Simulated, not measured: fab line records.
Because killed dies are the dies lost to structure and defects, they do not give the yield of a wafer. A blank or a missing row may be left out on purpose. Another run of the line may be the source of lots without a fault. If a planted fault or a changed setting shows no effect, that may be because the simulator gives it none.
Problem report in the 8D (eight disciplines) form, filled by code ; flow sfq-line ; the parts of the form that need people (team, actions taken, sign-off) are left out

== 1. THE PROBLEM ==
At SFQ_TRILAYER_I4_VIA_LITHO_PEB_106, heater-power-total-W averages 80.90 W over 6 wafers from 2 lots, while fault-free wafers read 79.16 W, standard deviation 0.062. Measured from the usual mean, that is +28 standard deviations.
The step: peb time 60 s.
The first sign was on wafer L696.2 at day 52 14:15, on litho-track-02. The record has a number at this step for 18 wafers belonging to 6 lots. By rule, "out" or "out of limits" means more than 4 standard deviations away from the usual mean. All remaining wafers that have a number are taken as sound.

== 2. WHAT IT IS, AND WHAT IT ISN'T ==
question;is;is not
which readings at this step;heater-power-total-W;chill-plate-temp-C, exhaust-pa, resist-line-temp-C
which lots;L696, L697;L682, L686, L690, L698
which wafers of those lots;all that have a number;-
read on which tools;litho-track-02;litho-track-04
when;from day 52 14:15;"up to then (9 sound wafers); but 3 sound wafers of L698 came after"

== 3. SUSPECTS, AND WHAT RULES EACH OUT ==
Counting: any tool at a process step up to the reading is kept as a suspect provided that every lot that is out went through it and no sound lot did after the first of them.
- litho-track-02 at SFQ_TRILAYER_I4_VIA_LITHO_PEB_106 (peb time 60 s): kept. All lots that are out passed through it, beginning with L696 at day 52 14:15, and no sound lot followed; its final sound lot before that point was L690 at day 42 20:48. On those wafers its own readings are out: heater-power-total-W.
Left after counting: litho-track-02 at SFQ_TRILAYER_I4_VIA_LITHO_PEB_106.

== 4. THE CAUSE (what the simulator had put in) ==
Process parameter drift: litho-track-02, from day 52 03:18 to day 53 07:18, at SFQ_TRILAYER_I4_VIA_LITHO_PEB_106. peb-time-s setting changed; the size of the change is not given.
The count eliminated every tool but this one.

== 5. THE CHAIN OF EFFECTS, in route order ==
Each row: a reading whose mean over the struck wafers that have a number lies more than 3 standard deviations from the usual. Readings are gone through only where the record gives a usual standard deviation; hours: the median, over the lots, of the time from a lot's start at the first step in this table giving one to that lot's start at this step; sigmas: the change measured in usual standard deviations.
hours;step;reading;usual;on struck wafers;change;sigmas
0;SFQ_TRILAYER_I4_VIA_LITHO_PEB_106;heater-power-total-W;79.16 W;80.90;+1.74;+28
Here are the process steps it includes:
- SFQ_TRILAYER_I4_VIA_LITHO_PEB_106: peb time 60 s.
Later steps that measure or inspect, where all struck wafers having a row at the step show a number for every such reading and not one has moved that far: SFQ_I4_OVL_MEAS_928.

== 6. HOW IT WOULD HAVE BEEN CAUGHT EARLIER ==
11 hours passed between the start of the fault at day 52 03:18 and the first reading out of limits in this record, taken at day 52 14:15.
